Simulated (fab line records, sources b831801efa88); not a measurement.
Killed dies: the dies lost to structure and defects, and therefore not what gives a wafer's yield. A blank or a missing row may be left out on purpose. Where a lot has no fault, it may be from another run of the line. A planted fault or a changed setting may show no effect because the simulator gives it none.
The tool behind it: which one? | flow gf180mcu | 39 wafers from 13 lots sampled at 4 of the route's 602 steps

== WHAT THE GAUGES SHOWED, per wafer ==
GF_NWELL_OVL_MEAS_07. Usual: NWELL_OVL -0.6 nm, standard deviation 1.2.
lot  | measured    | on         | NWELL_OVL (nm) | flag
L461 | day 3 06:19 | overlay-01 | 1.0 0.7 1.0    |
L462 | day 3 12:17 | overlay-01 | -1.2 0.2 -0.8  |
L463 | day 3 16:55 | overlay-01 | -0.9 0.3 -0.8  |
L464 | day 3 23:13 | overlay-02 | -0.1 -0.2 0.2  |
L466 | day 4 10:29 | overlay-02 | -2.6 -3.2 -3.3 |
L471 | day 6 00:38 | overlay-01 | -1.7 0.2 -0.1  |
L473 | day 6 12:07 | overlay-02 | 0.6 -0.7 -0.4  |
L476 | day 7 01:28 | overlay-02 | -0.2 -2.0 -1.3 |
L478 | day 7 07:19 | overlay-02 | 0.0 -2.6 -2.9  |
L477 | day 7 07:28 | overlay-02 | -1.3 -1.0 -0.7 |
L479 | day 7 10:13 | overlay-01 | -1.0 -2.2 -2.9 |
L483 | day 8 08:20 | overlay-01 | -0.3 0.7 0.1   |
L484 | day 8 12:41 | overlay-01 | -0.2 -0.9 -1.5 |

GF_VT_IMPLANT_OVL_MEAS_40. Usual: VT_IMPLANT_03_OVL 0.8 nm, standard deviation 1.3.
lot  | measured     | on         | VT_IMPLANT_03_OVL (nm) | flag
L461 | day 7 07:37  | overlay-01 | 1.2 2.4 0.1            |
L462 | day 7 15:10  | overlay-02 | 1.2 -0.3 2.9           |
L463 | day 7 21:46  | overlay-01 | -0.1 0.6 1.5           |
L464 | day 8 02:55  | overlay-02 | 1.3 0.3 0.2            |
L466 | day 8 16:41  | overlay-01 | -0.5 -0.8 0.1          |
L471 | day 10 20:29 | overlay-01 | 0.8 -0.1 -0.2          |
L473 | day 11 10:32 | overlay-02 | 0.8 -1.1 -1.8          |
L476 | day 12 01:25 | overlay-01 | 0.7 1.5 2.5            |
L478 | day 12 09:46 | overlay-01 | -1.7 0.8 0.1           |
L477 | day 12 10:43 | overlay-01 | -0.6 -2.2 1.6          |
L479 | day 12 15:23 | overlay-02 | 1.9 1.6 2.0            |
L483 | day 13 17:01 | overlay-02 | 0.3 1.4 0.2            |
L484 | day 13 23:13 | overlay-02 | 1.7 2.3 1.5            |

GF_DUAL_GATE_OVL_MEAS_11. Usual: DUAL_GATE_OVL -0.7 nm, standard deviation 1.2.
lot  | measured     | on         | DUAL_GATE_OVL (nm) | flag
L461 | day 8 02:23  | overlay-02 | 1.2 0.4 0.0        |
L462 | day 8 10:35  | overlay-01 | 0.5 0.7 -0.1       |
L463 | day 8 17:10  | overlay-01 | -0.8 -0.3 -1.3     |
L464 | day 8 22:32  | overlay-02 | -0.5 -0.8 -2.3     |
L466 | day 9 13:16  | overlay-02 | -1.7 -1.6 -2.0     |
L471 | day 11 17:32 | overlay-01 | -0.8 -1.8 0.2      |
L473 | day 12 08:23 | overlay-02 | -0.4 -0.7 -0.2     |
L476 | day 13 00:32 | overlay-02 | - - -              | OFF
L478 | day 13 07:56 | overlay-02 | -2.6 -3.5 -2.0     |
L477 | day 13 11:08 | overlay-01 | 1.8 0.1 0.2        |
L479 | day 13 16:43 | overlay-01 | 0.2 0.6 0.0        |
L483 | day 14 16:47 | overlay-02 | -2.7 -1.8 -2.9     |
L484 | day 14 22:34 | overlay-02 | -0.6 0.4 -1.9      |

== WHAT TOOL EACH LOT RAN ON (gives the tool, then ch and the chambers of the sampled wafers, and finally the start) ==
lot  | GF_DUAL_GATE_EXPOSE_08
L461 | iline-stepper-02 ch 0, day 7 18:22
L462 | iline-stepper-01 ch 0, day 8 02:35
L463 | iline-stepper-02 ch 0, day 8 09:14
L464 | iline-stepper-01 ch 0, day 8 14:53
L466 | iline-stepper-01 ch 0, day 9 04:17
L471 | iline-stepper-02 ch 0, day 11 08:16
L473 | iline-stepper-02 ch 0, day 11 22:51
L476 | iline-stepper-02 ch 0, day 12 15:05
L478 | iline-stepper-02 ch 0, day 12 22:38
L477 | iline-stepper-02 ch 0, day 13 01:20
L479 | iline-stepper-02 ch 0, day 13 06:53
L483 | iline-stepper-02 ch 0, day 14 07:05
L484 | iline-stepper-02 ch 0, day 14 12:19
- GF_DUAL_GATE_EXPOSE_08: exposes mask Dualgate, target cd 700 nm.

== WHAT THE TOOLS THEMSELVES READ (means of the sampled wafers that have a number; where no wafer has one, the mark that the record gives instead) ==
The record holds no such reading with a usual standard deviation.

== THE ANSWER, worked out from the rows above alone ==
Rule: a lot is off if the mean of its wafers that have a number lies more than 3 standard deviations from the usual mean. Also off: a lot with no number at a reading for which 4 or more lots have one. Any other lot the step has rows for is counted as sound. First the gauges in route order, then the tools' own readings, where a lot's mean is used as printed above. The first step at which some lot is off is used, and at that step the reading that is off furthest; a lot without a number counts as furthest.
Off: L476, at GF_DUAL_GATE_OVL_MEAS_11 (DUAL_GATE_OVL). Without a number there: L476.
A tool fits if, at a process step before that reading, it ran every lot that is off, and no sound lot after the first of them. Gauges at GF_DUAL_GATE_OVL_MEAS_11: tried the same way as those tools. No candidate that was tried fits.

== WHAT THE SIMULATOR HAD PUT IN ==
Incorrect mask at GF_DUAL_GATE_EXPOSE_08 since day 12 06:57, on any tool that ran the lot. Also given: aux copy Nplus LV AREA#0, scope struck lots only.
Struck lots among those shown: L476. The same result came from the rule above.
